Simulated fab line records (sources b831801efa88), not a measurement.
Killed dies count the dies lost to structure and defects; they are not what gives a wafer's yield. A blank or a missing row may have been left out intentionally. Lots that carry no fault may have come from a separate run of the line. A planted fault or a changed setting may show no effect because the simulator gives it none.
fab line records + flow sky130
record:
- lots: 6
- wafers: 18
- last-day: 50
route steps=708 shown VT_ADJUST_PCH@144 SONOS_TUNNEL@154 PAD_OPEN@708
lots with no fault: from the same line, run without faults
start-h: the number of hours between the record's first day and the start of the first shown wafer of the lot + wait-h: how many hours have passed since the lot's step before this one + " as in the row above + L1.1+2: a single row standing in for several wafers + - either no value or no given start + * or withheld: withheld + < > ~ a bound
route shown NAME@n: names a module that has steps shown in the file, with the first one's number in the route + usual: mean and standard deviation over wafers with no fault + same: alike in all rows + chamber/n: place in a boat + sites: readings site by site + _std_site: standard deviation across them + _edge_site: mean of outer sites minus mean of inner sites + radius-mm: how far each site lies from the wafer's centre + mask NAME#n: copy n + behind: the tool/chamber that last shaped the wafer + hold: what put the lot on hold/how long, in hours/how the hold closed + device: the n, p or np transistor that did not switch + end of line: the tests these same wafers got at the end of their route + where a step has no rows: the recipe by itself + killed: dies that structure and defects cost at the first sort, which is not the same as the wafer's yield + map: the dies of a wafer, with x for killed, . for not killed, _ for no die there
set.NAME: the setting that was run; set.NAME@STEP: the one run at that earlier step + model.NAME: the simulator's own value behind a step, which no gauge read
lots at some steps of the route; a table a step, a row a wafer
services: the hour from which a tool's chamber was out of use, counted from the record's first day as start-h (under 0 if before that day), plus the number of hours and why
== steps ==
step: SKY_VT_ADJUST_PCH_HMDS_01
recipe:
- prime-time-s: 60
- prime-temp-c: 120
step: SKY_VT_ADJUST_PCH_COAT_02
recipe:
- spin-rpm: 2000
- resist-thk-nm: 3000
step: SKY_VT_ADJUST_PCH_SOFTBAKE_03
recipe:
- temp-c: 110
- time-s: withheld
step: SKY_VT_ADJUST_PCH_EXPOSE_04
recipe:
- mask-id: NWM
- na: 0.6
- source-shape: conventional
- sigma-outer: 0.6
- polarization: unpolarized
- target-cd-nm: 840
- dose-mj: 255
step: SKY_VT_ADJUST_PCH_PEB_05
recipe:
- temp-c: 115
- time-s: withheld
step: SKY_VT_ADJUST_PCH_DEVELOP_06
recipe:
- wall-angle-deg: 90
- developer: TMAH
- develop-time-s: 60
- dev-temp-c: 23
step: SKY_VT_ADJUST_PCH_OVL_MEAS_07
usual:
- VT_ADJUST_PCH_OVL: 0.3/1.4
| lot.wafer | tool       | chamber | start-h | wait-h | VT_ADJUST_PCH_OVL[nm] |
|-----------|------------|---------|---------|--------|-----------------------|
| L838.1    | overlay-01 | -       | 264.58  | -      | 0.3                   |
| L838.2    | "          | -       | "       | "      | 1.0                   |
| L838.5    | "          | -       | "       | "      | 2.1                   |
| L842.1    | overlay-01 | -       | 290.29  | -      | -0.8                  |
| L842.4    | "          | -       | "       | "      | -1.7                  |
| L842.6    | "          | -       | "       | "      | -3.1                  |
| L847.2    | overlay-02 | -       | 330.78  | -      | -0.3                  |
| L847.3    | "          | -       | "       | "      | 0.7                   |
| L847.5    | "          | -       | "       | "      | 1.5                   |
| L848.2    | overlay-01 | -       | 333.45  | -      | -2.3                  |
| L848.5    | "          | -       | "       | "      | 1.2                   |
| L848.6    | "          | -       | "       | "      | -1.1                  |
| L853.2    | overlay-01 | -       | 375.43  | -      | 1.1                   |
| L853.4    | "          | -       | "       | "      | 3.5                   |
| L853.5    | "          | -       | "       | "      | 3.4                   |
| L854.2    | overlay-01 | -       | 387.95  | -      | 0.6                   |
| L854.4    | "          | -       | "       | "      | 1.7                   |
| L854.5    | "          | -       | "       | "      | 1.0                   |
step: SKY_VT_ADJUST_PCH_IMPLANT_08
recipe:
- species: B
- energy-kev: 10
- dose-cm2: 5e+11
- tilt-deg: withheld
step: SKY_VT_ADJUST_PCH_STRIP_09
recipe:
- chemistry: O2/N2
- power-w: 1400
- pressure-mtorr: 1500
- platen-temp-c: withheld
- o2-flow-sccm: 3000
- n2-flow-sccm: 300
- overash-fraction: 0.5
usual:
- drypump-motor-current-A: 6.08/0.23
- oes-product-au: 0.723/0.0044
- strip-time-to-endpoint-s: 36.90/0.099
| lot.wafer | tool            | chamber | start-h | wait-h | drypump-motor-current-A | oes-product-au | rf-hours-counter-h | strip-time-to-endpoint-s |
|-----------|-----------------|---------|---------|--------|-------------------------|----------------|--------------------|--------------------------|
| L838.1    | plasma-asher-02 | 0       | 264.76  | 0.1    | 6.01                    | 0.722          | 59                 | 36.85                    |
| L838.2    | "               | 1       | "       | "      | 6.27                    | 0.730          | 59                 | 36.87                    |
| L838.5    | "               | 1       | "       | "      | 6.25                    | 0.721          | -                  | 36.68                    |
| L842.1    | plasma-asher-01 | 0       | 290.48  | 0.1    | 6.18                    | 0.730          | 45                 | 36.95                    |
| L842.4    | "               | 0       | "       | "      | 6.15                    | 0.724          | -                  | 36.92                    |
| L842.6    | "               | 1       | "       | "      | 6.25                    | 0.729          | -                  | 36.99                    |
| L847.2    | plasma-asher-02 | 1       | 330.96  | 0.1    | 6.24                    | 0.725          | 66                 | 36.99                    |
| L847.3    | "               | 0       | "       | "      | 6.02                    | 0.723          | -                  | 36.92                    |
| L847.5    | "               | 0       | "       | "      | 6.01                    | 0.721          | -                  | 37.01                    |
| L848.2    | plasma-asher-02 | 0       | 333.63  | 0.1    | 6.04                    | 0.717          | 66                 | 36.80                    |
| L848.5    | "               | 0       | "       | "      | 6.02                    | 0.720          | -                  | 36.91                    |
| L848.6    | "               | 1       | "       | "      | 6.27                    | 0.717          | -                  | 36.91                    |
| L853.2    | plasma-asher-01 | 0       | 375.61  | 0.1    | 6.20                    | 0.719          | 54                 | 36.77                    |
| L853.4    | "               | 0       | "       | "      | 6.13                    | 0.725          | -                  | 36.82                    |
| L853.5    | "               | 0       | "       | "      | 6.20                    | 0.719          | -                  | 36.77                    |
| L854.2    | plasma-asher-02 | 1       | 388.13  | 0.1    | 6.25                    | 0.722          | 72                 | 36.97                    |
| L854.4    | "               | 1       | "       | "      | 6.24                    | 0.720          | -                  | 37.01                    |
| L854.5    | "               | 0       | "       | "      | 5.98                    | 0.723          | -                  | 37.12                    |
step: SKY_VT_ADJUST_PCH_TW_MEAS_10
usual:
- VT_ADJUST_PCH_TW: 142.2/1.5
| lot.wafer | tool          | chamber | start-h | wait-h | VT_ADJUST_PCH_TW |
|-----------|---------------|---------|---------|--------|------------------|
| L838.1    | film-metro-02 | -       | 264.88  | 0.1    | 140.8            |
| L838.2    | "             | -       | "       | "      | 140.3            |
| L838.5    | "             | -       | "       | "      | 140.4            |
| L842.1    | film-metro-03 | -       | 290.58  | 0.1    | 142.9            |
| L842.4    | "             | -       | "       | "      | 143.1            |
| L842.6    | "             | -       | "       | "      | 143.3            |
| L847.2    | film-metro-03 | -       | 331.07  | 0.1    | 144.0            |
| L847.3    | "             | -       | "       | "      | 144.9            |
| L847.5    | "             | -       | "       | "      | 144.7            |
| L848.2    | film-metro-03 | -       | 333.74  | 0.1    | 143.9            |
| L848.5    | "             | -       | "       | "      | 144.0            |
| L848.6    | "             | -       | "       | "      | 144.1            |
| L853.2    | film-metro-04 | -       | 375.72  | 0.1    | 143.8            |
| L853.4    | "             | -       | "       | "      | 142.8            |
| L853.5    | "             | -       | "       | "      | 142.1            |
| L854.2    | film-metro-04 | -       | 388.24  | 0.1    | 143.3            |
| L854.4    | "             | -       | "       | "      | 143.3            |
| L854.5    | "             | -       | "       | "      | 143.4            |
step: SKY_SONOS_TUNNEL_DEHYDRATE_00
recipe:
- temp-c: 200
- time-s: 60
step: SKY_SONOS_TUNNEL_HMDS_01
recipe:
- prime-time-s: 60
- prime-temp-c: 120
step: SKY_SONOS_TUNNEL_COAT_02
recipe:
- resist: NOVOLAK
- spin-rpm: 3000
- resist-thk-nm: 1140
usual:
- chill-plate-temp-C: 23.04/0.1
- dispense-pressure-kPa: 56/3.4
- exhaust-pa: 44.9/0.88
- resist-line-temp-C: 22.99/0.095
| lot.wafer | tool           | chamber | start-h | wait-h | chill-plate-temp-C | dispense-pressure-kPa | exhaust-pa | resist-line-temp-C |
|-----------|----------------|---------|---------|--------|--------------------|-----------------------|------------|--------------------|
| L838.1    | litho-track-02 | 0       | 275.46  | 0.1    | 23.07              | 51                    | 45.5       | 23.09              |
| L838.2    | "              | 0       | "       | "      | 23.01              | 51                    | 45.3       | 22.97              |
| L838.5    | "              | 0       | "       | "      | 22.93              | 51                    | 45.0       | 22.85              |
| L842.1    | litho-track-02 | 0       | 302.76  | 0.1    | 23.15              | 51                    | 44.4       | 23.01              |
| L842.4    | "              | 0       | "       | "      | 22.91              | 51                    | 45.7       | 22.92              |
| L842.6    | "              | 0       | "       | "      | 23.10              | 51                    | 44.9       | 22.96              |
| L847.2    | litho-track-04 | -       | 344.05  | 0.1    | -                  | -                     | -          | -                  |
| L847.3    | "              | -       | "       | "      | -                  | -                     | -          | -                  |
| L847.5    | "              | -       | "       | "      | -                  | -                     | -          | -                  |
| L848.2    | litho-track-02 | -       | 346.93  | 0.1    | -                  | -                     | -          | -                  |
| L848.5    | "              | -       | "       | "      | -                  | -                     | -          | -                  |
| L848.6    | "              | -       | "       | "      | -                  | -                     | -          | -                  |
| L853.2    | litho-track-03 | 0       | 389.76  | 0.1    | 22.99              | 59                    | 43.7       | 23.04              |
| L853.4    | "              | 0       | "       | "      | 23.07              | 59                    | 44.2       | 22.93              |
| L853.5    | "              | 0       | "       | "      | 23.17              | 59                    | 44.4       | 22.83              |
| L854.2    | litho-track-03 | 0       | 402.41  | 0.1    | 22.96              | 59                    | 44.4       | 22.91              |
| L854.4    | "              | 0       | "       | "      | 22.97              | 59                    | 43.2       | 23.04              |
| L854.5    | "              | 0       | "       | "      | 23.05              | 59                    | 42.9       | 23.04              |
step: SKY_SONOS_TUNNEL_SOFTBAKE_03
recipe:
- temp-c: 90
- time-s: 60
- resist: NOVOLAK
step: SKY_SONOS_TUNNEL_EXPOSE_04
recipe:
- mask-id: TUNM
- na: 0.6
- source-shape: conventional
- sigma-outer: 0.6
- polarization: unpolarized
- target-cd-nm: 410
- dose-mj: 136
step: SKY_SONOS_TUNNEL_PEB_05
recipe:
- temp-c: withheld
- time-s: *
- resist: NOVOLAK
step: SKY_SONOS_TUNNEL_DEVELOP_06
recipe:
- resist: NOVOLAK
- developer: TMAH
- develop-time-s: 60
- dev-temp-c: 23
step: SKY_SONOS_TUNNEL_CD_MEAS_07
recipe:
- target-cd-nm: 410
usual:
- cd-nm: 410.5/2.2
| lot.wafer | tool      | chamber | start-h | wait-h | cd-nm |
|-----------|-----------|---------|---------|--------|-------|
| L838.1    | cd-sem-01 | -       | 287.91  | 0.1    | 409.6 |
| L838.2    | "         | -       | "       | "      | 410.5 |
| L838.5    | "         | -       | "       | "      | 412.0 |
| L842.1    | cd-sem-01 | -       | 315.46  | 0.1    | 410.8 |
| L842.4    | "         | -       | "       | "      | 409.9 |
| L842.6    | "         | -       | "       | "      | 409.9 |
| L847.2    | cd-sem-01 | -       | 358.16  | 0.1    | -     |
| L847.3    | "         | -       | "       | "      | -     |
| L847.5    | "         | -       | "       | "      | -     |
| L848.2    | cd-sem-02 | -       | 361.10  | 0.1    | -     |
| L848.5    | "         | -       | "       | "      | -     |
| L848.6    | "         | -       | "       | "      | -     |
| L853.2    | cd-sem-02 | -       | 404.46  | 0.1    | 411.0 |
| L853.4    | "         | -       | "       | "      | 410.8 |
| L853.5    | "         | -       | "       | "      | 410.5 |
| L854.2    | cd-sem-01 | -       | 418.15  | 0.1    | 409.0 |
| L854.4    | "         | -       | "       | "      | 408.8 |
| L854.5    | "         | -       | "       | "      | 408.8 |
step: SKY_SONOS_TUNNEL_OVL_MEAS_08
usual:
- SONOS_TUNNEL_OVL: 0.0/1.4
| lot.wafer | tool       | chamber | start-h | wait-h | SONOS_TUNNEL_OVL[nm] |
|-----------|------------|---------|---------|--------|----------------------|
| L838.1    | overlay-01 | -       | 288.03  | 0.1    | 0.5                  |
| L838.2    | "          | -       | "       | "      | 2.2                  |
| L838.5    | "          | -       | "       | "      | 2.0                  |
| L842.1    | overlay-02 | -       | 315.58  | 0.1    | 0.9                  |
| L842.4    | "          | -       | "       | "      | 0.2                  |
| L842.6    | "          | -       | "       | "      | 0.1                  |
| L847.2    | overlay-01 | -       | 358.27  | 0.1    | -                    |
| L847.3    | "          | -       | "       | "      | -                    |
| L847.5    | "          | -       | "       | "      | -                    |
| L848.2    | overlay-01 | -       | 361.20  | 0.1    | -                    |
| L848.5    | "          | -       | "       | "      | -                    |
| L848.6    | "          | -       | "       | "      | -                    |
| L853.2    | overlay-02 | -       | 404.57  | 0.1    | -0.8                 |
| L853.4    | "          | -       | "       | "      | -0.6                 |
| L853.5    | "          | -       | "       | "      | -0.3                 |
| L854.2    | overlay-02 | -       | 418.25  | 0.1    | 3.4                  |
| L854.4    | "          | -       | "       | "      | 3.9                  |
| L854.5    | "          | -       | "       | "      | 2.1                  |
step: SKY_PAD_OPEN_PROBE_99
usual:
- killed_at_M0_to_M3: 42/6.1
- killed_at_M4_up: 3.1/1.7
- killed-at-contacts: 24/5.5
- killed-at-front-end: 16/4.1
- killed-at-other: 0.3/0.57
- killed-dies: 86/8.2
- killed-on-rim: 17/3.7
- killed-open: 47/6.8
- killed-short: 38/5.8
same:
- gross-dies: 492
- killed-at-back-side: 0
| lot.wafer | tool      | chamber | start-h | wait-h | killed_at_M0_to_M3 | killed_at_M4_up | killed-at-contacts | killed-at-front-end | killed-at-other | killed-dies | killed-on-rim | killed-open | killed-short |
|-----------|-----------|---------|---------|--------|--------------------|-----------------|--------------------|---------------------|-----------------|-------------|---------------|-------------|--------------|
| L838.1    | prober-01 | -       | 1112.01 | 0.1    | 31                 | 3               | 31                 | 18                  | 0               | 83          | 14            | 49          | 34           |
| L838.2    | prober-01 | -       | 1112.06 | 0.1    | 49                 | 4               | 23                 | 12                  | 0               | 88          | 17            | 43          | 45           |
| L838.5    | prober-01 | -       | 1112.21 | 0.2    | 33                 | 3               | 23                 | 15                  | 0               | 74          | 15            | 42          | 32           |
| L842.1    | prober-01 | -       | 1127.99 | 0.1    | 49                 | 5               | 39                 | 7                   | 0               | 100         | 25            | 61          | 37           |
| L842.4    | prober-01 | -       | 1128.14 | 0.2    | 32                 | 3               | 25                 | 22                  | 0               | 82          | 16            | 39          | 43           |
| L842.6    | prober-01 | -       | 1128.24 | 0.2    | 42                 | 1               | 23                 | 12                  | 1               | 79          | 16            | 39          | 37           |
| L847.2    | prober-02 | -       | 1156.28 | 0.1    | 51                 | 3               | 24                 | 414                 | 0               | 492         | 96            | 50          | 44           |
| L847.3    | prober-02 | -       | 1156.33 | 0.2    | 50                 | 2               | 24                 | 416                 | 0               | 492         | 96            | 55          | 39           |
| L847.5    | prober-02 | -       | 1156.43 | 0.2    | 39                 | 2               | 31                 | 419                 | 1               | 492         | 96            | 53          | 34           |
| L848.2    | prober-01 | -       | 1159.73 | 0.1    | 32                 | 4               | 38                 | 417                 | 1               | 492         | 96            | 51          | 39           |
| L848.5    | prober-01 | -       | 1159.88 | 0.2    | 39                 | 3               | 25                 | 424                 | 1               | 492         | 96            | 50          | 33           |
| L848.6    | prober-01 | -       | 1159.93 | 0.2    | 49                 | 2               | 20                 | 421                 | 0               | 492         | 96            | 36          | 50           |
| L853.2    | prober-02 | -       | 1182.26 | 0.1    | 46                 | 1               | 26                 | 24                  | 1               | 98          | 20            | 60          | 37           |
| L853.4    | prober-02 | -       | 1182.36 | 0.2    | 44                 | 1               | 24                 | 18                  | 2               | 89          | 20            | 51          | 36           |
| L853.5    | prober-02 | -       | 1182.41 | 0.2    | 45                 | 3               | 28                 | 14                  | 1               | 91          | 16            | 48          | 42           |
| L854.2    | prober-01 | -       | 1189.95 | 0.1    | 40                 | 3               | 18                 | 11                  | 1               | 73          | 7             | 36          | 37           |
| L854.4    | prober-01 | -       | 1190.05 | 0.2    | 40                 | 2               | 25                 | 16                  | 0               | 83          | 16            | 45          | 37           |
| L854.5    | prober-01 | -       | 1190.10 | 0.2    | 46                 | 1               | 22                 | 27                  | 0               | 96          | 22            | 45          | 51           |
killed by level:class
L838.1 CONTACT:geometric-particle:open=13 VIA1:geometric-particle:open=10 LI_CONTACT:geometric-particle:open=9 POLY_GATE:geometric-particle:open=5 LOCAL_INTERCONNECT:geometric-particle:short=5 FIELD_ISO:geometric-particle:short=4 METAL2:geometric-particle:short=4 VIA1:geometric-particle:short=4
L838.2 VIA1:geometric-particle:open=10 VIA1:geometric-particle:short=9 CONTACT:geometric-particle:open=8 METAL1:geometric-particle:short=7 LI_CONTACT:geometric-particle:open=6 VIA3:geometric-particle:open=6 LOCAL_INTERCONNECT:geometric-particle:short=5 METAL3:geometric-particle:short=4
L838.5 VIA1:geometric-particle:open=12 CONTACT:geometric-particle:open=8 FIELD_ISO:geometric-particle:short=6 METAL1:geometric-particle:short=5 VIA3:geometric-particle:open=5 FIELD_ISO:geometric-particle:open=4 CONTACT:geometric-particle:short=4 VIA1:geometric-particle:short=4
L842.1 CONTACT:geometric-particle:open=20 VIA1:geometric-particle:open=9 VIA2:geometric-particle:open=8 LI_CONTACT:geometric-particle:open=7 CONTACT:geometric-particle:short=7 METAL1:geometric-particle:short=6 METAL2:geometric-particle:short=6 VIA3:geometric-particle:open=6
L842.4 VIA1:geometric-particle:open=8 FIELD_ISO:geometric-particle:open=7 POLY_GATE:geometric-particle:short=7 CONTACT:geometric-particle:open=7 LI_CONTACT:geometric-particle:open=6 FIELD_ISO:geometric-particle:short=5 LOCAL_INTERCONNECT:geometric-particle:short=5 CONTACT:geometric-particle:short=5
L842.6 VIA3:geometric-particle:short=8 CONTACT:geometric-particle:open=7 VIA1:geometric-particle:open=7 METAL2:geometric-particle:short=6 POLY_GATE:geometric-particle:open=5 METAL1:geometric-particle:short=5 VIA3:geometric-particle:open=5 FIELD_ISO:geometric-particle:open=4
L847.2 SONOS_TUNNEL:area-expose=398 LI_CONTACT:geometric-particle:open=12 VIA3:geometric-particle:open=12 METAL2:geometric-particle:short=10 VIA2:geometric-particle:short=9 CONTACT:geometric-particle:open=7 VIA1:geometric-particle:open=7 FIELD_ISO:geometric-particle:open=5
L847.3 SONOS_TUNNEL:area-expose=398 VIA1:geometric-particle:open=12 LI_CONTACT:geometric-particle:open=11 CONTACT:geometric-particle:open=8 VIA3:geometric-particle:short=7 FIELD_ISO:geometric-particle:open=6 VIA1:geometric-particle:short=5 VIA2:geometric-particle:open=5
L847.5 SONOS_TUNNEL:area-expose=405 CONTACT:geometric-particle:open=12 VIA1:geometric-particle:open=11 LI_CONTACT:geometric-particle:open=8 VIA3:geometric-particle:open=8 LOCAL_INTERCONNECT:geometric-particle:short=7 FIELD_ISO:geometric-particle:short=6 VIA2:geometric-particle:open=6
L848.2 SONOS_TUNNEL:area-expose=401 CONTACT:geometric-particle:open=12 LI_CONTACT:geometric-particle:open=8 VIA2:geometric-particle:open=8 LOCAL_INTERCONNECT:geometric-particle:short=6 CONTACT:geometric-particle:short=5 LI_CONTACT:geometric-particle:short=4 METAL2:geometric-particle:short=4
L848.5 SONOS_TUNNEL:area-expose=409 VIA1:geometric-particle:open=10 LI_CONTACT:geometric-particle:open=9 POLY_GATE:geometric-particle:open=6 CONTACT:geometric-particle:open=6 CONTACT:geometric-particle:short=5 METAL1:geometric-particle:short=5 METAL2:geometric-particle:short=5
L848.6 SONOS_TUNNEL:area-expose=406 METAL1:geometric-particle:short=9 METAL2:geometric-particle:short=8 CONTACT:geometric-particle:short=7 VIA3:geometric-particle:open=7 POLY_GATE:geometric-particle:open=5 CONTACT:geometric-particle:open=5 VIA1:geometric-particle:short=5
L853.2 CONTACT:geometric-particle:open=10 VIA2:geometric-particle:open=10 VIA3:geometric-particle:open=9 CONTACT:geometric-particle:short=8 VIA1:geometric-particle:open=8 METAL1:geometric-particle:short=8 POLY_GATE:geometric-particle:open=7 LI_CONTACT:geometric-particle:open=6
L853.4 CONTACT:geometric-particle:open=13 VIA1:geometric-particle:short=6 POLY_GATE:geometric-particle:open=6 VIA1:geometric-particle:open=5 METAL3:geometric-particle:short=5 VIA3:geometric-particle:open=5 CONTACT:geometric-particle:short=4 METAL1:geometric-particle:open=4
L853.5 LI_CONTACT:geometric-particle:open=11 METAL1:geometric-particle:short=9 VIA3:geometric-particle:open=8 VIA1:geometric-particle:open=7 CONTACT:geometric-particle:open=6 VIA2:geometric-particle:open=6 FIELD_ISO:geometric-particle:open=5 LI_CONTACT:geometric-particle:short=4
L854.2 METAL1:geometric-particle:short=10 LI_CONTACT:geometric-particle:open=7 VIA1:geometric-particle:open=6 VIA2:geometric-particle:open=6 VIA3:geometric-particle:open=5 CONTACT:geometric-particle:short=4 CONTACT:geometric-particle:open=4 FIELD_ISO:geometric-particle:short=3
L854.4 VIA1:geometric-particle:open=10 LI_CONTACT:geometric-particle:open=9 FIELD_ISO:geometric-particle:short=7 CONTACT:geometric-particle:open=7 VIA2:geometric-particle:open=7 CONTACT:geometric-particle:short=5 VIA2:geometric-particle:short=5 VIA3:geometric-particle:open=5
L854.5 POLY_GATE:geometric-particle:short=10 VIA3:geometric-particle:open=9 FIELD_ISO:geometric-particle:short=8 METAL2:geometric-particle:short=8 LI_CONTACT:geometric-particle:open=7 VIA1:geometric-particle:open=7 LOCAL_INTERCONNECT:geometric-particle:short=5 CONTACT:geometric-particle:open=5
map L847.2 (x killed, . not)
__________xxxxxxxxxx_________
________xxxxxxxxxxxxxx_______
______xxxxxxxxxxxxxxxxxx_____
_____xxxxxxxxxxxxxxxxxxxx____
____xxxxxxxxxxxxxxxxxxxxxx___
___xxxxxxxxxxxxxxxxxxxxxxxx__
__xxxxxxxxxxxxxxxxxxxxxxxxxx_
_xxxxxxxxxxxxxxxxxxxxxxxxxxxx
_xxxxxxxxxxxxxxxxxxxxxxxxxxxx
_xxxxxxxxxxxxxxxxxxxxxxxxxxxx
_xxxxxxxxxxxxxxxxxxxxxxxxxxxx
_xxxxxxxxxxxxxxxxxxxxxxxxxxxx
_xxxxxxxxxxxxxxxxxxxxxxxxxxxx
_xxxxxxxxxxxxxxxxxxxxxxxxxxxx
_xxxxxxxxxxxxxxxxxxxxxxxxxxxx
__xxxxxxxxxxxxxxxxxxxxxxxxxx_
___xxxxxxxxxxxxxxxxxxxxxxxx__
____xxxxxxxxxxxxxxxxxxxxxx___
_____xxxxxxxxxxxxxxxxxxxx____
______xxxxxxxxxxxxxxxxxx_____
________xxxxxxxxxxxxxx_______
__________xxxxxxxxxx_________
map L848.2 (x killed, . not)
__________xxxxxxxxxx_________
________xxxxxxxxxxxxxx_______
______xxxxxxxxxxxxxxxxxx_____
_____xxxxxxxxxxxxxxxxxxxx____
____xxxxxxxxxxxxxxxxxxxxxx___
___xxxxxxxxxxxxxxxxxxxxxxxx__
__xxxxxxxxxxxxxxxxxxxxxxxxxx_
_xxxxxxxxxxxxxxxxxxxxxxxxxxxx
_xxxxxxxxxxxxxxxxxxxxxxxxxxxx
_xxxxxxxxxxxxxxxxxxxxxxxxxxxx
_xxxxxxxxxxxxxxxxxxxxxxxxxxxx
_xxxxxxxxxxxxxxxxxxxxxxxxxxxx
_xxxxxxxxxxxxxxxxxxxxxxxxxxxx
_xxxxxxxxxxxxxxxxxxxxxxxxxxxx
_xxxxxxxxxxxxxxxxxxxxxxxxxxxx
__xxxxxxxxxxxxxxxxxxxxxxxxxx_
___xxxxxxxxxxxxxxxxxxxxxxxx__
____xxxxxxxxxxxxxxxxxxxxxx___
_____xxxxxxxxxxxxxxxxxxxx____
______xxxxxxxxxxxxxxxxxx_____
________xxxxxxxxxxxxxx_______
__________xxxxxxxxxx_________
== services ==
| tool            | chamber | start-h | hours | kind   |
|-----------------|---------|---------|-------|--------|
| plasma-asher-01 | -       | 272.56  | 7.7   | repair |
| plasma-asher-01 | -       | 287.62  | 1.7   | repair |
== key ==
first-sign:
- step: SKY_SONOS_TUNNEL_COAT_02
- reading: tool-record
- direction: missing
effect:
- step: SKY_SONOS_TUNNEL_CD_MEAS_07
- reading: cd-nm
- direction: missing
effect:
- step: SKY_SONOS_TUNNEL_OVL_MEAS_08
- reading: SONOS_TUNNEL_OVL
- direction: missing
effect:
- step: SKY_PAD_OPEN_PROBE_99
- reading: killed-at-front-end
- direction: up
- sigmas: 97
- usual: 16
- struck: 418
more-kills-born-at:
- SKY_SONOS_TUNNEL_EXPOSE_04@iline-stepper-02: 1216
- SKY_SONOS_TUNNEL_EXPOSE_04@iline-stepper-01: 1201
met-at SKY_SONOS_TUNNEL_COAT_02
struck-wafers L847.2,L847.3,L847.5,L848.2,L848.5,L848.6
later-rows-left-out L847.2,L847.3,L847.5,L848.2,L848.5,L848.6
tester-left-out L847,L848
onset-between 302.76 344.05
fault:
- kind: skipped-step-whole
- tool: litho-track-02,litho-track-04
- chamber: -
- onset-h: 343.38
- steps: SKY_SONOS_TUNNEL_COAT_02
- scope: struck-lots-only
tester-left-out: of these lots the tester's yield and bins aren't shown, on N5 and GAA mostly nor the transistor test; their killed dies are dies lost to structure and defects alone, not to doping, threshold or leakage, so they don't give the yield
later-rows-left-out: the simulator's readings of these wafers behind a module that went badly wrong aren't trusted and aren't shown, but for the sort
